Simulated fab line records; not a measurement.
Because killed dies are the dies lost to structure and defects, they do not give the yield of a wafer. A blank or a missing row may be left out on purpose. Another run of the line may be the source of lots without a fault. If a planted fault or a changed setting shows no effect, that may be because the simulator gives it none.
fab line records || flow sky130
record {"lots": 6, "wafers": 18, "lastDay": 49}
route steps=708 shown LDD_HVP@285 LDD_LDN@289
lots that met no fault: from a run of the same line without faults
startH: start of the lot's first displayed wafer, in hours after the record's first day || waitH: hours from the lot's prior step to this one || " the same as in the row above || L1.1+2: several wafers, shown together as one row || - either no value or no given start || * or withheld: withheld || < > ~ a bound
route shown NAME@n: NAME is a module with steps in the file, n the number in the route of the first one || usual: average and standard deviation across the fault-free wafers || same: alike in all rows || chamber/n: place in a boat || sites: each site's reading || _std_site: the standard deviation of these || _edge_site: outer sites' mean less inner sites' || radiusMm: for every site, how far away it sits from the centre of the wafer || mask NAME#n: copy n || behind: tool/chamber where the wafer was last shaped || hold: why the lot went on hold/how many hours it stayed there/how the hold came to an end || device: the n, p or np transistor that did not switch || end of line: tests of these same wafers at the route's end || step lacking rows: just its recipe || killed: at the first sort, the dies lost to defects and structure; wafer yield is something else || map: per-die view of a wafer (x killed, . not killed, _ where there is no die)
set.NAME: setting as actually run; set.NAME@STEP: the setting as run at that earlier step || model.NAME: the simulator's own value behind a step, which no gauge read
lots seen at some steps along the route; tables by step, rows by wafer
services: from which hour (startH, from the record's first day; less than 0 if before it) a tool's chamber was out of use, for how many hours, and why
## steps
# step SKY_LDD_HVP_OVL_MEAS_07
# usual {"LDD_HVP_OVL": "-0.2/1.5"}
{"lot.wafer": "L484.1", "tool": "overlay-02", "chamber": "-", "startH": 520.18, "waitH": 0.1, "LDD_HVP_OVL[nm]": 0.2}
{"lot.wafer": "L484.4", "tool": "overlay-02", "chamber": "-", "startH": 520.18, "waitH": 0.1, "LDD_HVP_OVL[nm]": 0.9}
{"lot.wafer": "L484.6", "tool": "overlay-02", "chamber": "-", "startH": 520.18, "waitH": 0.1, "LDD_HVP_OVL[nm]": 0.7}
{"lot.wafer": "L496.1", "tool": "overlay-01", "chamber": "-", "startH": 619.38, "waitH": 0.1, "LDD_HVP_OVL[nm]": 0.0}
{"lot.wafer": "L496.3", "tool": "overlay-01", "chamber": "-", "startH": 619.38, "waitH": 0.1, "LDD_HVP_OVL[nm]": -0.4}
{"lot.wafer": "L496.4", "tool": "overlay-01", "chamber": "-", "startH": 619.38, "waitH": 0.1, "LDD_HVP_OVL[nm]": 1.5}
{"lot.wafer": "L493.1", "tool": "overlay-01", "chamber": "-", "startH": 619.68, "waitH": 0.1, "LDD_HVP_OVL[nm]": 1.2}
{"lot.wafer": "L493.4", "tool": "overlay-01", "chamber": "-", "startH": 619.68, "waitH": 0.1, "LDD_HVP_OVL[nm]": -0.1}
{"lot.wafer": "L493.6", "tool": "overlay-01", "chamber": "-", "startH": 619.68, "waitH": 0.1, "LDD_HVP_OVL[nm]": 0.6}
{"lot.wafer": "L498.4", "tool": "overlay-01", "chamber": "-", "startH": 619.92, "waitH": 0.1, "LDD_HVP_OVL[nm]": -3.9}
{"lot.wafer": "L498.5", "tool": "overlay-01", "chamber": "-", "startH": 619.92, "waitH": 0.1, "LDD_HVP_OVL[nm]": -3.2}
{"lot.wafer": "L498.6", "tool": "overlay-01", "chamber": "-", "startH": 619.92, "waitH": 0.1, "LDD_HVP_OVL[nm]": -2.7}
{"lot.wafer": "L500.1", "tool": "overlay-01", "chamber": "-", "startH": 630.60, "waitH": 0.1, "LDD_HVP_OVL[nm]": 0.5}
{"lot.wafer": "L500.4", "tool": "overlay-01", "chamber": "-", "startH": 630.60, "waitH": 0.1, "LDD_HVP_OVL[nm]": 0.5}
{"lot.wafer": "L500.6", "tool": "overlay-01", "chamber": "-", "startH": 630.60, "waitH": 0.1, "LDD_HVP_OVL[nm]": 2.2}
{"lot.wafer": "L504.1", "tool": "overlay-01", "chamber": "-", "startH": 659.13, "waitH": 0.1, "LDD_HVP_OVL[nm]": -1.7}
{"lot.wafer": "L504.2", "tool": "overlay-01", "chamber": "-", "startH": 659.13, "waitH": 0.1, "LDD_HVP_OVL[nm]": -1.0}
{"lot.wafer": "L504.6", "tool": "overlay-01", "chamber": "-", "startH": 659.13, "waitH": 0.1, "LDD_HVP_OVL[nm]": -0.9}
# step SKY_LDD_HVP_IMPLANT_08
# recipe {"species": "B", "energyKev": 20, "doseCm2": 1.7e+13, "tiltDeg": 17.9}
# step SKY_LDD_HVP_STRIP_09
# recipe {"chemistry": "O2/N2", "powerW": 1400, "pressureMtorr": 1500, "platenTempC": "withheld", "o2FlowSccm": 3000, "n2FlowSccm": 300, "overashFraction": 0.5}
# usual {"drypumpMotorCurrentA": "5.6/0.44", "oesProductAu": "0.409/0.0049", "stripTimeToEndpointS": "4.138/0.014"}
{"lot.wafer": "L484.1", "tool": "plasmaAsher-01", "chamber": 0, "startH": 520.37, "waitH": 0.1, "drypumpMotorCurrentA": 5.6, "oesProductAu": 0.409, "rfHoursCounterH": 10, "stripTimeToEndpointS": 4.162}
{"lot.wafer": "L484.4", "tool": "plasmaAsher-01", "chamber": 1, "startH": 520.37, "waitH": 0.1, "drypumpMotorCurrentA": 6.0, "oesProductAu": 0.406, "rfHoursCounterH": "-", "stripTimeToEndpointS": 4.150}
{"lot.wafer": "L484.6", "tool": "plasmaAsher-01", "chamber": 1, "startH": 520.37, "waitH": 0.1, "drypumpMotorCurrentA": 6.1, "oesProductAu": 0.417, "rfHoursCounterH": "-", "stripTimeToEndpointS": 4.145}
{"lot.wafer": "L496.1", "tool": "plasmaAsher-02", "chamber": 0, "startH": 619.57, "waitH": 0.1, "drypumpMotorCurrentA": 5.2, "oesProductAu": 0.412, "rfHoursCounterH": 93, "stripTimeToEndpointS": 4.147}
{"lot.wafer": "L496.3", "tool": "plasmaAsher-02", "chamber": 0, "startH": 619.57, "waitH": 0.1, "drypumpMotorCurrentA": 5.2, "oesProductAu": 0.415, "rfHoursCounterH": "-", "stripTimeToEndpointS": 4.127}
{"lot.wafer": "L496.4", "tool": "plasmaAsher-02", "chamber": 1, "startH": 619.57, "waitH": 0.1, "drypumpMotorCurrentA": 4.7, "oesProductAu": 0.412, "rfHoursCounterH": "-", "stripTimeToEndpointS": 4.143}
{"lot.wafer": "L493.1", "tool": "plasmaAsher-01", "chamber": 1, "startH": 619.87, "waitH": 0.1, "drypumpMotorCurrentA": 6.1, "oesProductAu": 0.404, "rfHoursCounterH": 19, "stripTimeToEndpointS": 4.134}
{"lot.wafer": "L493.4", "tool": "plasmaAsher-01", "chamber": 0, "startH": 619.87, "waitH": 0.1, "drypumpMotorCurrentA": 5.7, "oesProductAu": 0.397, "rfHoursCounterH": "-", "stripTimeToEndpointS": 4.152}
{"lot.wafer": "L493.6", "tool": "plasmaAsher-01", "chamber": 1, "startH": 619.87, "waitH": 0.1, "drypumpMotorCurrentA": 6.0, "oesProductAu": 0.405, "rfHoursCounterH": "-", "stripTimeToEndpointS": 4.138}
{"lot.wafer": "L498.4", "tool": "plasmaAsher-03", "chamber": 1, "startH": 620.12, "waitH": 0.1, "drypumpMotorCurrentA": 5.7, "oesProductAu": 0.415, "rfHoursCounterH": "-", "stripTimeToEndpointS": 4.139}
{"lot.wafer": "L498.5", "tool": "plasmaAsher-03", "chamber": 1, "startH": 620.12, "waitH": 0.1, "drypumpMotorCurrentA": 5.6, "oesProductAu": 0.407, "rfHoursCounterH": "-", "stripTimeToEndpointS": 4.140}
{"lot.wafer": "L498.6", "tool": "plasmaAsher-03", "chamber": 0, "startH": 620.12, "waitH": 0.1, "drypumpMotorCurrentA": 6.1, "oesProductAu": 0.406, "rfHoursCounterH": "-", "stripTimeToEndpointS": 4.115}
{"lot.wafer": "L500.1", "tool": "plasmaAsher-01", "chamber": 0, "startH": 630.79, "waitH": 0.1, "drypumpMotorCurrentA": 5.6, "oesProductAu": 0.413, "rfHoursCounterH": 20, "stripTimeToEndpointS": 4.130}
{"lot.wafer": "L500.4", "tool": "plasmaAsher-01", "chamber": 0, "startH": 630.79, "waitH": 0.1, "drypumpMotorCurrentA": 5.6, "oesProductAu": 0.410, "rfHoursCounterH": "-", "stripTimeToEndpointS": 4.141}
{"lot.wafer": "L500.6", "tool": "plasmaAsher-01", "chamber": 0, "startH": 630.79, "waitH": 0.1, "drypumpMotorCurrentA": 5.6, "oesProductAu": 0.405, "rfHoursCounterH": "-", "stripTimeToEndpointS": 4.132}
{"lot.wafer": "L504.1", "tool": "plasmaAsher-01", "chamber": 1, "startH": 659.32, "waitH": 0.1, "drypumpMotorCurrentA": 6.0, "oesProductAu": 0.404, "rfHoursCounterH": 23, "stripTimeToEndpointS": 4.108}
{"lot.wafer": "L504.2", "tool": "plasmaAsher-01", "chamber": 0, "startH": 659.32, "waitH": 0.1, "drypumpMotorCurrentA": 5.7, "oesProductAu": 0.406, "rfHoursCounterH": 23, "stripTimeToEndpointS": 4.123}
{"lot.wafer": "L504.6", "tool": "plasmaAsher-01", "chamber": 0, "startH": 659.32, "waitH": 0.1, "drypumpMotorCurrentA": 5.7, "oesProductAu": 0.406, "rfHoursCounterH": "-", "stripTimeToEndpointS": 4.128}
# step SKY_LDD_HVP_TW_MEAS_10
# usual {"LDD_HVP_TW": "461/3.7"}
{"lot.wafer": "L484.1", "tool": "filmMetro-01", "chamber": "-", "startH": 520.47, "waitH": 0.1, "LDD_HVP_TW": 463}
{"lot.wafer": "L484.4", "tool": "filmMetro-01", "chamber": "-", "startH": 520.47, "waitH": 0.1, "LDD_HVP_TW": 462}
{"lot.wafer": "L484.6", "tool": "filmMetro-01", "chamber": "-", "startH": 520.47, "waitH": 0.1, "LDD_HVP_TW": 464}
{"lot.wafer": "L496.1", "tool": "filmMetro-02", "chamber": "-", "startH": 619.67, "waitH": 0.1, "LDD_HVP_TW": 455}
{"lot.wafer": "L496.3", "tool": "filmMetro-02", "chamber": "-", "startH": 619.67, "waitH": 0.1, "LDD_HVP_TW": 457}
{"lot.wafer": "L496.4", "tool": "filmMetro-02", "chamber": "-", "startH": 619.67, "waitH": 0.1, "LDD_HVP_TW": 456}
{"lot.wafer": "L493.1", "tool": "filmMetro-04", "chamber": "-", "startH": 619.97, "waitH": 0.1, "LDD_HVP_TW": 461}
{"lot.wafer": "L493.4", "tool": "filmMetro-04", "chamber": "-", "startH": 619.97, "waitH": 0.1, "LDD_HVP_TW": 458}
{"lot.wafer": "L493.6", "tool": "filmMetro-04", "chamber": "-", "startH": 619.97, "waitH": 0.1, "LDD_HVP_TW": 461}
{"lot.wafer": "L498.4", "tool": "filmMetro-01", "chamber": "-", "startH": 620.22, "waitH": 0.1, "LDD_HVP_TW": 463}
{"lot.wafer": "L498.5", "tool": "filmMetro-01", "chamber": "-", "startH": 620.22, "waitH": 0.1, "LDD_HVP_TW": 462}
{"lot.wafer": "L498.6", "tool": "filmMetro-01", "chamber": "-", "startH": 620.22, "waitH": 0.1, "LDD_HVP_TW": 464}
{"lot.wafer": "L500.1", "tool": "filmMetro-02", "chamber": "-", "startH": 630.89, "waitH": 0.1, "LDD_HVP_TW": 458}
{"lot.wafer": "L500.4", "tool": "filmMetro-02", "chamber": "-", "startH": 630.89, "waitH": 0.1, "LDD_HVP_TW": 459}
{"lot.wafer": "L500.6", "tool": "filmMetro-02", "chamber": "-", "startH": 630.89, "waitH": 0.1, "LDD_HVP_TW": 459}
{"lot.wafer": "L504.1", "tool": "filmMetro-02", "chamber": "-", "startH": 659.42, "waitH": 0.1, "LDD_HVP_TW": 456}
{"lot.wafer": "L504.2", "tool": "filmMetro-02", "chamber": "-", "startH": 659.42, "waitH": 0.1, "LDD_HVP_TW": 455}
{"lot.wafer": "L504.6", "tool": "filmMetro-02", "chamber": "-", "startH": 659.42, "waitH": 0.1, "LDD_HVP_TW": 455}
# step SKY_LDD_LDN_DEHYDRATE_00
# recipe {"tempC": 200, "timeS": 60}
# step SKY_LDD_LDN_HMDS_01
# recipe {"primeTimeS": 60, "primeTempC": 120}
# step SKY_LDD_LDN_COAT_02
# recipe {"resist": "NOVOLAK", "spinRpm": 2952, "resistThkNm": 1140}
# step SKY_LDD_LDN_SOFTBAKE_03
# recipe {"tempC": 90, "timeS": 60, "resist": "NOVOLAK"}
# step SKY_LDD_LDN_EXPOSE_04
# recipe {"maskId": "LDNTM", "na": 0.6, "sourceShape": "conventional", "sigmaOuter": 0.6, "polarization": "unpolarized", "targetCdNm": 700, "doseMj": 140}
# step SKY_LDD_LDN_PEB_05
# recipe {"tempC": "withheld", "timeS": "*", "resist": "NOVOLAK"}
# step SKY_LDD_LDN_DEVELOP_06
# recipe {"resist": "NOVOLAK", "developer": "TMAH", "developTimeS": 60, "devTempC": 23}
# step SKY_LDD_LDN_OVL_MEAS_07
# usual {"LDD_LDN_OVL": "0.4/1.6"}
{"lot.wafer": "L484.1", "tool": "overlay-02", "chamber": "-", "startH": 550.37, "waitH": 0.1, "LDD_LDN_OVL[nm]": -1.3}
{"lot.wafer": "L484.4", "tool": "overlay-02", "chamber": "-", "startH": 550.37, "waitH": 0.1, "LDD_LDN_OVL[nm]": 0.3}
{"lot.wafer": "L484.6", "tool": "overlay-02", "chamber": "-", "startH": 550.37, "waitH": 0.1, "LDD_LDN_OVL[nm]": -0.2}
{"lot.wafer": "L496.1", "tool": "overlay-01", "chamber": "-", "startH": 648.08, "waitH": 0.1, "LDD_LDN_OVL[nm]": -1.7}
{"lot.wafer": "L496.3", "tool": "overlay-01", "chamber": "-", "startH": 648.08, "waitH": 0.1, "LDD_LDN_OVL[nm]": -1.9}
{"lot.wafer": "L496.4", "tool": "overlay-01", "chamber": "-", "startH": 648.08, "waitH": 0.1, "LDD_LDN_OVL[nm]": -1.5}
{"lot.wafer": "L493.1", "tool": "overlay-02", "chamber": "-", "startH": 648.10, "waitH": 0.1, "LDD_LDN_OVL[nm]": -0.8}
{"lot.wafer": "L493.4", "tool": "overlay-02", "chamber": "-", "startH": 648.10, "waitH": 0.1, "LDD_LDN_OVL[nm]": 0.2}
{"lot.wafer": "L493.6", "tool": "overlay-02", "chamber": "-", "startH": 648.10, "waitH": 0.1, "LDD_LDN_OVL[nm]": 0.8}
{"lot.wafer": "L498.4", "tool": "overlay-01", "chamber": "-", "startH": 648.42, "waitH": 0.1, "LDD_LDN_OVL[nm]": -1.9}
{"lot.wafer": "L498.5", "tool": "overlay-01", "chamber": "-", "startH": 648.42, "waitH": 0.1, "LDD_LDN_OVL[nm]": -0.1}
{"lot.wafer": "L498.6", "tool": "overlay-01", "chamber": "-", "startH": 648.42, "waitH": 0.1, "LDD_LDN_OVL[nm]": -1.5}
{"lot.wafer": "L500.1", "tool": "overlay-02", "chamber": "-", "startH": 658.50, "waitH": 0.1, "LDD_LDN_OVL[nm]": 2.1}
{"lot.wafer": "L500.4", "tool": "overlay-02", "chamber": "-", "startH": 658.50, "waitH": 0.1, "LDD_LDN_OVL[nm]": 1.5}
{"lot.wafer": "L500.6", "tool": "overlay-02", "chamber": "-", "startH": 658.50, "waitH": 0.1, "LDD_LDN_OVL[nm]": 0.6}
{"lot.wafer": "L504.1", "tool": "overlay-02", "chamber": "-", "startH": 687.75, "waitH": 0.1, "LDD_LDN_OVL[nm]": -1.4}
{"lot.wafer": "L504.2", "tool": "overlay-02", "chamber": "-", "startH": 687.75, "waitH": 0.1, "LDD_LDN_OVL[nm]": -2.2}
{"lot.wafer": "L504.6", "tool": "overlay-02", "chamber": "-", "startH": 687.75, "waitH": 0.1, "LDD_LDN_OVL[nm]": -1.7}
# step SKY_LDD_LDN_IMPLANT_08
# recipe {"species": "As", "energyKev": 15, "doseCm2": 1.25e+13, "tiltDeg": "withheld", "rotationDeg": 23}
# usual {"beamEnergyKeV": "15.000/0.0047", "beamOnS": "10.01/0.2"}
{"lot.wafer": "L484.1", "tool": "implanter-01", "chamber": 0, "startH": 550.41, "waitH": 0.0, "beamEnergyKeV": 14.996, "beamOnS": 9.66}
{"lot.wafer": "L484.4", "tool": "implanter-01", "chamber": 0, "startH": 550.41, "waitH": 0.0, "beamEnergyKeV": 14.994, "beamOnS": 10.12}
{"lot.wafer": "L484.6", "tool": "implanter-01", "chamber": 0, "startH": 550.41, "waitH": 0.0, "beamEnergyKeV": 14.993, "beamOnS": 10.12}
{"lot.wafer": "L496.1", "tool": "implanter-04", "chamber": "-", "startH": 648.12, "waitH": 0.0, "beamEnergyKeV": "-", "beamOnS": "-"}
{"lot.wafer": "L496.3", "tool": "implanter-04", "chamber": "-", "startH": 648.12, "waitH": 0.0, "beamEnergyKeV": "-", "beamOnS": "-"}
{"lot.wafer": "L496.4", "tool": "implanter-04", "chamber": "-", "startH": 648.12, "waitH": 0.0, "beamEnergyKeV": "-", "beamOnS": "-"}
{"lot.wafer": "L493.1", "tool": "implanter-03", "chamber": "-", "startH": 648.14, "waitH": 0.0, "beamEnergyKeV": "-", "beamOnS": "-"}
{"lot.wafer": "L493.4", "tool": "implanter-03", "chamber": "-", "startH": 648.14, "waitH": 0.0, "beamEnergyKeV": "-", "beamOnS": "-"}
{"lot.wafer": "L493.6", "tool": "implanter-03", "chamber": "-", "startH": 648.14, "waitH": 0.0, "beamEnergyKeV": "-", "beamOnS": "-"}
{"lot.wafer": "L498.4", "tool": "implanter-01", "chamber": 0, "startH": 648.51, "waitH": 0.1, "beamEnergyKeV": 15.011, "beamOnS": 10.00}
{"lot.wafer": "L498.5", "tool": "implanter-01", "chamber": 0, "startH": 648.51, "waitH": 0.1, "beamEnergyKeV": 15.010, "beamOnS": 9.83}
{"lot.wafer": "L498.6", "tool": "implanter-01", "chamber": 0, "startH": 648.51, "waitH": 0.1, "beamEnergyKeV": 15.005, "beamOnS": 9.76}
{"lot.wafer": "L500.1", "tool": "implanter-04", "chamber": 0, "startH": 658.54, "waitH": 0.0, "beamEnergyKeV": 14.993, "beamOnS": 9.85}
{"lot.wafer": "L500.4", "tool": "implanter-04", "chamber": 0, "startH": 658.54, "waitH": 0.0, "beamEnergyKeV": 14.996, "beamOnS": 9.88}
{"lot.wafer": "L500.6", "tool": "implanter-04", "chamber": 0, "startH": 658.54, "waitH": 0.0, "beamEnergyKeV": 14.998, "beamOnS": 9.77}
{"lot.wafer": "L504.1", "tool": "implanter-04", "chamber": 0, "startH": 687.79, "waitH": 0.0, "beamEnergyKeV": 15.007, "beamOnS": 9.81}
{"lot.wafer": "L504.2", "tool": "implanter-04", "chamber": 0, "startH": 687.79, "waitH": 0.0, "beamEnergyKeV": 14.998, "beamOnS": 10.09}
{"lot.wafer": "L504.6", "tool": "implanter-04", "chamber": 0, "startH": 687.79, "waitH": 0.0, "beamEnergyKeV": 15.000, "beamOnS": 9.45}
# step SKY_LDD_LDN_IMPLANT_09
# recipe {"species": "As", "energyKev": 15, "doseCm2": 1.25e+13, "tiltDeg": "withheld", "rotationDeg": 113}
# step SKY_LDD_LDN_IMPLANT_10
# recipe {"species": "As", "energyKev": 15, "doseCm2": 1.25e+13, "tiltDeg": "withheld", "rotationDeg": 203}
# step SKY_LDD_LDN_IMPLANT_11
# recipe {"species": "As", "energyKev": 15, "doseCm2": 1.25e+13, "tiltDeg": "withheld", "rotationDeg": 293}
# step SKY_LDD_LDN_STRIP_12
# recipe {"chemistry": "O2/N2", "powerW": 1400, "pressureMtorr": 1500, "platenTempC": "withheld", "o2FlowSccm": 3000, "n2FlowSccm": 300, "overashFraction": 0.5}
# usual {"drypumpMotorCurrentA": "5.6/0.49", "oesProductAu": "0.715/0.005", "stripTimeToEndpointS": "14.275/0.029"}
{"lot.wafer": "L484.1", "tool": "plasmaAsher-02", "chamber": 0, "startH": 551.01, "waitH": 0.1, "drypumpMotorCurrentA": 5.2, "oesProductAu": 0.710, "rfHoursCounterH": 86, "stripTimeToEndpointS": 14.313}
{"lot.wafer": "L484.4", "tool": "plasmaAsher-02", "chamber": 0, "startH": 551.01, "waitH": 0.1, "drypumpMotorCurrentA": 5.2, "oesProductAu": 0.717, "rfHoursCounterH": "-", "stripTimeToEndpointS": 14.296}
{"lot.wafer": "L484.6", "tool": "plasmaAsher-02", "chamber": 0, "startH": 551.01, "waitH": 0.1, "drypumpMotorCurrentA": 5.2, "oesProductAu": 0.717, "rfHoursCounterH": "-", "stripTimeToEndpointS": 14.299}
{"lot.wafer": "L496.1", "tool": "plasmaAsher-03", "chamber": 0, "startH": 648.72, "waitH": 0.1, "drypumpMotorCurrentA": 6.1, "oesProductAu": 0.713, "rfHoursCounterH": 54, "stripTimeToEndpointS": 14.262}
{"lot.wafer": "L496.3", "tool": "plasmaAsher-03", "chamber": 0, "startH": 648.72, "waitH": 0.1, "drypumpMotorCurrentA": 6.1, "oesProductAu": 0.710, "rfHoursCounterH": "-", "stripTimeToEndpointS": 14.264}
{"lot.wafer": "L496.4", "tool": "plasmaAsher-03", "chamber": 1, "startH": 648.72, "waitH": 0.1, "drypumpMotorCurrentA": 5.6, "oesProductAu": 0.720, "rfHoursCounterH": "-", "stripTimeToEndpointS": 14.318}
{"lot.wafer": "L498.4", "tool": "plasmaAsher-03", "chamber": 0, "startH": 649.07, "waitH": 0.1, "drypumpMotorCurrentA": 6.1, "oesProductAu": 0.717, "rfHoursCounterH": "-", "stripTimeToEndpointS": 14.256}
{"lot.wafer": "L498.5", "tool": "plasmaAsher-03", "chamber": 1, "startH": 649.07, "waitH": 0.1, "drypumpMotorCurrentA": 5.7, "oesProductAu": 0.708, "rfHoursCounterH": "-", "stripTimeToEndpointS": 14.276}
{"lot.wafer": "L498.6", "tool": "plasmaAsher-03", "chamber": 0, "startH": 649.07, "waitH": 0.1, "drypumpMotorCurrentA": 6.1, "oesProductAu": 0.721, "rfHoursCounterH": "-", "stripTimeToEndpointS": 14.277}
{"lot.wafer": "L493.1", "tool": "plasmaAsher-02", "chamber": 0, "startH": 649.34, "waitH": 0.2, "drypumpMotorCurrentA": 5.2, "oesProductAu": 0.715, "rfHoursCounterH": 96, "stripTimeToEndpointS": 14.293}
{"lot.wafer": "L493.4", "tool": "plasmaAsher-02", "chamber": 1, "startH": 649.34, "waitH": 0.2, "drypumpMotorCurrentA": 4.7, "oesProductAu": 0.708, "rfHoursCounterH": "-", "stripTimeToEndpointS": 14.263}
{"lot.wafer": "L493.6", "tool": "plasmaAsher-02", "chamber": 0, "startH": 649.34, "waitH": 0.2, "drypumpMotorCurrentA": 5.2, "oesProductAu": 0.713, "rfHoursCounterH": "-", "stripTimeToEndpointS": 14.263}
{"lot.wafer": "L500.1", "tool": "plasmaAsher-03", "chamber": 0, "startH": 659.14, "waitH": 0.1, "drypumpMotorCurrentA": 6.1, "oesProductAu": 0.718, "rfHoursCounterH": 56, "stripTimeToEndpointS": 14.276}
{"lot.wafer": "L500.4", "tool": "plasmaAsher-03", "chamber": 1, "startH": 659.14, "waitH": 0.1, "drypumpMotorCurrentA": 5.6, "oesProductAu": 0.719, "rfHoursCounterH": "-", "stripTimeToEndpointS": 14.307}
{"lot.wafer": "L500.6", "tool": "plasmaAsher-03", "chamber": 0, "startH": 659.14, "waitH": 0.1, "drypumpMotorCurrentA": 6.1, "oesProductAu": 0.715, "rfHoursCounterH": "-", "stripTimeToEndpointS": 14.286}
{"lot.wafer": "L504.1", "tool": "plasmaAsher-03", "chamber": 0, "startH": 688.39, "waitH": 0.1, "drypumpMotorCurrentA": 6.1, "oesProductAu": 0.708, "rfHoursCounterH": 58, "stripTimeToEndpointS": 14.299}
{"lot.wafer": "L504.2", "tool": "plasmaAsher-03", "chamber": 1, "startH": 688.39, "waitH": 0.1, "drypumpMotorCurrentA": 5.7, "oesProductAu": 0.716, "rfHoursCounterH": 58, "stripTimeToEndpointS": 14.268}
{"lot.wafer": "L504.6", "tool": "plasmaAsher-03", "chamber": 0, "startH": 688.39, "waitH": 0.1, "drypumpMotorCurrentA": 6.1, "oesProductAu": 0.716, "rfHoursCounterH": "-", "stripTimeToEndpointS": 14.288}
# step SKY_LDD_LDN_TW_MEAS_13
# usual {"LDD_LDN_TW": "1496/14"}
{"lot.wafer": "L484.1", "tool": "filmMetro-01", "chamber": "-", "startH": 551.11, "waitH": 0.1, "hold": "-", "LDD_LDN_TW": 1512}
{"lot.wafer": "L484.4", "tool": "filmMetro-01", "chamber": "-", "startH": 551.11, "waitH": 0.1, "hold": "-", "LDD_LDN_TW": 1507}
{"lot.wafer": "L484.6", "tool": "filmMetro-01", "chamber": "-", "startH": 551.11, "waitH": 0.1, "hold": "-", "LDD_LDN_TW": 1508}
{"lot.wafer": "L496.1", "tool": "filmMetro-03", "chamber": "-", "startH": 648.82, "waitH": 0.1, "hold": "awaitDispo/0.2h/release", "LDD_LDN_TW": 1379}
{"lot.wafer": "L496.3", "tool": "filmMetro-03", "chamber": "-", "startH": 648.82, "waitH": 0.1, "hold": "awaitDispo/0.2h/release", "LDD_LDN_TW": 1383}
{"lot.wafer": "L496.4", "tool": "filmMetro-03", "chamber": "-", "startH": 648.82, "waitH": 0.1, "hold": "awaitDispo/0.2h/release", "LDD_LDN_TW": 1382}
{"lot.wafer": "L496.1", "tool": "filmMetro-03", "chamber": "-", "startH": 649.05, "waitH": 0.2, "hold": "-", "LDD_LDN_TW": 1380}
{"lot.wafer": "L496.3", "tool": "filmMetro-03", "chamber": "-", "startH": 649.05, "waitH": 0.2, "hold": "-", "LDD_LDN_TW": 1374}
{"lot.wafer": "L496.4", "tool": "filmMetro-03", "chamber": "-", "startH": 649.05, "waitH": 0.2, "hold": "-", "LDD_LDN_TW": 1373}
{"lot.wafer": "L498.4", "tool": "filmMetro-03", "chamber": "-", "startH": 649.17, "waitH": 0.1, "hold": "-", "LDD_LDN_TW": 1507}
{"lot.wafer": "L498.5", "tool": "filmMetro-03", "chamber": "-", "startH": 649.17, "waitH": 0.1, "hold": "-", "LDD_LDN_TW": 1515}
{"lot.wafer": "L498.6", "tool": "filmMetro-03", "chamber": "-", "startH": 649.17, "waitH": 0.1, "hold": "-", "LDD_LDN_TW": 1520}
{"lot.wafer": "L493.1", "tool": "filmMetro-03", "chamber": "-", "startH": 649.44, "waitH": 0.1, "hold": "awaitDispo/0.2h/release", "LDD_LDN_TW": 1378}
{"lot.wafer": "L493.4", "tool": "filmMetro-03", "chamber": "-", "startH": 649.44, "waitH": 0.1, "hold": "awaitDispo/0.2h/release", "LDD_LDN_TW": 1374}
{"lot.wafer": "L493.6", "tool": "filmMetro-03", "chamber": "-", "startH": 649.44, "waitH": 0.1, "hold": "awaitDispo/0.2h/release", "LDD_LDN_TW": 1382}
{"lot.wafer": "L493.1", "tool": "filmMetro-03", "chamber": "-", "startH": 649.75, "waitH": 0.3, "hold": "-", "LDD_LDN_TW": 1370}
{"lot.wafer": "L493.4", "tool": "filmMetro-03", "chamber": "-", "startH": 649.75, "waitH": 0.3, "hold": "-", "LDD_LDN_TW": 1383}
{"lot.wafer": "L493.6", "tool": "filmMetro-03", "chamber": "-", "startH": 649.75, "waitH": 0.3, "hold": "-", "LDD_LDN_TW": 1375}
{"lot.wafer": "L500.1", "tool": "filmMetro-02", "chamber": "-", "startH": 659.24, "waitH": 0.1, "hold": "-", "LDD_LDN_TW": 1481}
{"lot.wafer": "L500.4", "tool": "filmMetro-02", "chamber": "-", "startH": 659.24, "waitH": 0.1, "hold": "-", "LDD_LDN_TW": 1482}
{"lot.wafer": "L500.6", "tool": "filmMetro-02", "chamber": "-", "startH": 659.24, "waitH": 0.1, "hold": "-", "LDD_LDN_TW": 1477}
{"lot.wafer": "L504.1", "tool": "filmMetro-03", "chamber": "-", "startH": 688.49, "waitH": 0.1, "hold": "-", "LDD_LDN_TW": 1503}
{"lot.wafer": "L504.2", "tool": "filmMetro-03", "chamber": "-", "startH": 688.49, "waitH": 0.1, "hold": "-", "LDD_LDN_TW": 1498}
{"lot.wafer": "L504.6", "tool": "filmMetro-03", "chamber": "-", "startH": 688.49, "waitH": 0.1, "hold": "-", "LDD_LDN_TW": 1504}
## services
{"tool": "implanter-03", "chamber": "-", "startH": 564.79, "hours": 2.8, "kind": "pm"}
## key
firstSign {"step": "SKY_LDD_LDN_IMPLANT_08", "reading": "toolRecord", "direction": "missing"}
effect {"step": "SKY_LDD_LDN_TW_MEAS_13", "reading": "visit", "direction": "added"}
effect {"step": "SKY_LDD_LDN_TW_MEAS_13", "reading": "LDD_LDN_TW", "direction": "down", "sigmas": 8.4, "usual": 1496, "struck": 1380}
metAt SKY_LDD_LDN_IMPLANT_08
struckWafers L493.1,L493.4,L493.6,L496.1,L496.3,L496.4
laterRowsLeftOut L493.1,L493.4,L493.6,L496.1,L496.3,L496.4
sortLeftOut L493.1,L493.4,L493.6,L496.1,L496.3,L496.4
testerLeftOut L493,L496
fault {"kind": "skippedStepWhole", "tool": "implanter-03,implanter-04", "chamber": "-", "onsetH": 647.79, "steps": "SKY_LDD_LDN_IMPLANT_08", "scope": "struckLotsOnly"}
# testerLeftOut: of these lots the tester's yield and bins aren't shown, on N5 and GAA mostly nor the transistor test; their killed dies are dies lost to structure and defects alone, not to doping, threshold or leakage, so they don't give the yield
# sortLeftOut: the simulated sort isn't trusted on such a fault, so these wafers' sort isn't shown, and their yield isn't known
# laterRowsLeftOut: the simulator's readings of these wafers behind a module that went badly wrong aren't trusted and aren't shown, but for the sort
